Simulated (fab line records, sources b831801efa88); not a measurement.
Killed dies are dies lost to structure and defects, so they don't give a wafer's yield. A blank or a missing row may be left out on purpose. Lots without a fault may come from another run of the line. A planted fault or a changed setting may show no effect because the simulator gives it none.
Chamber matching | flow sky130 | SKY_FIELD_ISO_ETCH_17 on rie_si-02: 4 sister chambers
The step etches Si in HBr/Cl2/O2, target depth 342 nm, time 97.7 s. 4 wafers are shown with their chamber, then 7 later ones without.

WAFERS WITH THEIR CHAMBER
wafer  | chamber | drypump_motor_current_A (A)
L906.6 | 1       | 5.8
L910.3 | 0       | 5.9
L921.4 | 3       | 5.1
L921.5 | 2       | 6.3

WAFERS WITHOUT THEIR CHAMBER
wafer  | drypump_motor_current_A (A)
L921.6 | 5.9
L923.2 | 5.2
L923.3 | 5.9
L923.6 | 5.9
L926.2 | 5.9
L926.3 | 5.9
L926.5 | 5.9

WHICH CHAMBER EACH WENT THROUGH
wafer  | from the rows above | in truth
L921.6 | 0                   | 0
L923.2 | 3                   | 3
L923.3 | 0                   | 0
L923.6 | 0                   | 0
L926.2 | 0                   | 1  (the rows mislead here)
L926.3 | 0                   | 0
L926.5 | 0                   | 0
Placed correctly: 6 of 7. Can't be placed from these rows: 0. Placed wrongly: 1.
How it was worked out, from the rows above alone: a wafer's distance from a chamber is the root of the sum, over the readings, of the square of ((its reading less the chamber's mean) divided by the reading's scatter). The wafer belongs to the nearest chamber; if the next one is less than 2 further off, it can't be placed. A chamber's mean is the mean of its shown wafers. The scatter: with one shown wafer a chamber, the root of the mean of the squares of how far each hidden wafer lies from its nearest shown one.
